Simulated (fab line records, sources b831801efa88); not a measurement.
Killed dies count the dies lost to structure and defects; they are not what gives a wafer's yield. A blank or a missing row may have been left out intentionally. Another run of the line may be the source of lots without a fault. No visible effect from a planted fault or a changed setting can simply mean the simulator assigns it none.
Which of the tools did it?	flow sky130	11 lots, 33 wafers sampled, at 3 steps of a route of 708

WHAT THE GAUGES SHOWED, per wafer
SKY_METAL4_CD_MEAS_13: target cd 300 nm. Usual: 299.9 nm for cdNm, sd 1.5.
lot	measured	on	cdNm (nm)	flag
L983	day 42 07:38	cdSem-01	299.8 299.8 300.1	
L984	day 42 17:15	cdSem-01	299.5 301.9 300.1	
L989	day 44 00:29	cdSem-02	298.0 297.7 297.4	
L991	day 44 15:34	cdSem-01	301.5 299.8 300.3	
L993	day 44 21:52	cdSem-01	298.0 297.7 297.9	
L992	day 44 23:07	cdSem-01	299.2 299.2 299.5	
L999	day 46 11:04	cdSem-02	299.7 300.6 300.0	
L100	day 46 16:21	cdSem-01	301.3 301.8 300.6	
L103	day 47 03:06	cdSem-01	299.1 299.0 301.5	
L102	day 47 04:23	cdSem-02	301.0 299.2 301.4	
L105	day 47 21:08	cdSem-01	301.8 300.4 300.1	

WHICH TOOL RAN EACH LOT (tool, then ch and the chambers of the sampled wafers, then the start)
lot	SKY_METAL4_SPUTTER_02	SKY_CAP2M_METAL_ETCH_13
L983	pvdSputter-04, day 40 07:26	rieMetal-04 ch 0,1, day 41 07:33
L984	pvdSputter-04, day 40 17:20	rieMetal-04 ch 0,1, day 41 17:16
L989	pvdSputter-04, day 42 01:04	rieMetal-02 ch 0,1, day 43 00:33
L991	pvdSputter-04, day 42 18:05	rieMetal-04 ch 0,1, day 43 16:40
L993	pvdSputter-01, day 43 00:09	rieMetal-02 ch 0,1, day 43 23:14
L992	pvdSputter-02, day 43 01:00	rieMetal-03 ch 0,1, day 44 00:38
L999	pvdSputter-02, day 44 15:46	rieMetal-04 ch 0,1, day 45 13:41
L100	pvdSputter-02, day 44 21:37	rieMetal-03 ch 0,1, day 45 19:25
L103	pvdSputter-04, day 45 08:53	rieMetal-02 ch 0, day 46 06:12
L102	pvdSputter-04, day 45 09:58	rieMetal-03 ch 0,1, day 46 07:18
L105	pvdSputter-01, day 46 04:41	rieMetal-04 ch 0,1, day 47 00:55
- SKY_METAL4_SPUTTER_02: material AlCu, target thk 735 nm, time 39.1 s.
- SKY_CAP2M_METAL_ETCH_13: etches TiN in Cl2/BCl3, stops on SiO2, target depth 220 nm, time 62.9 s.

WHAT THE TOOLS THEMSELVES READ (means of the sampled wafers that have a number; where no wafer has one, the mark that the record gives instead)
SKY_METAL4_SPUTTER_02. Usual: 29.9 % for throttleValvePct, sd 1.4.
lot	tool	throttleValvePct (%)	flag
L983	pvdSputter-04	30.0	
L984	pvdSputter-04	28.2	
L989	pvdSputter-04	30.2	
L991	pvdSputter-04	30.2	
L993	pvdSputter-01	30.2	
L992	pvdSputter-02	29.3	
L999	pvdSputter-02	29.7	
L100	pvdSputter-02	29.0	
L103	pvdSputter-04	29.0	
L102	pvdSputter-04	30.3	
L105	pvdSputter-01	30.7	

SKY_CAP2M_METAL_ETCH_13. Usual: drypumpMotorCurrentA 5.7 A, standard deviation 0.43; oesProductAu 0.941 a.u., standard deviation 0.0079; throttleValvePct 21.903 %, standard deviation 0.0098.
lot	tool	drypumpMotorCurrentA (A)	oesProductAu (a.u.)	throttleValvePct (%)	flag
L983	rieMetal-04	5.5	0.940	21.910	
L984	rieMetal-04	5.7	0.937	21.910	
L989	rieMetal-02	6.2	0.936	21.908	
L991	rieMetal-04	5.5	0.952	21.897	
L993	rieMetal-02	6.2	0.942	21.903	
L992	rieMetal-03	5.5	0.945	21.900	
L999	rieMetal-04	5.7	0.943	21.898	
L100	rieMetal-03	5.9	0.942	21.901	
L103	rieMetal-02	6.5	0.936	21.903	
L102	rieMetal-03	5.5	0.934	21.895	
L105	rieMetal-04	5.6	0.944	21.911	

THE ANSWER, worked out from the rows above alone
Rule: a lot is off if the mean of its wafers that have a number lies more than 3 standard deviations from the usual mean. Also off: a lot with no number at a reading for which 4 or more lots have one. Where the step has rows for the other lots, those lots are counted as sound. Order of review: gauges by route order, followed by the tools' own readings, for which a lot's mean as printed above is used. At the first step where some lot is off, the reading lying furthest off is the one used; lots without a number count as furthest.
Nothing can be told from this: no lot is off at any reading shown.

WHAT THE SIMULATOR HAD INSERTED
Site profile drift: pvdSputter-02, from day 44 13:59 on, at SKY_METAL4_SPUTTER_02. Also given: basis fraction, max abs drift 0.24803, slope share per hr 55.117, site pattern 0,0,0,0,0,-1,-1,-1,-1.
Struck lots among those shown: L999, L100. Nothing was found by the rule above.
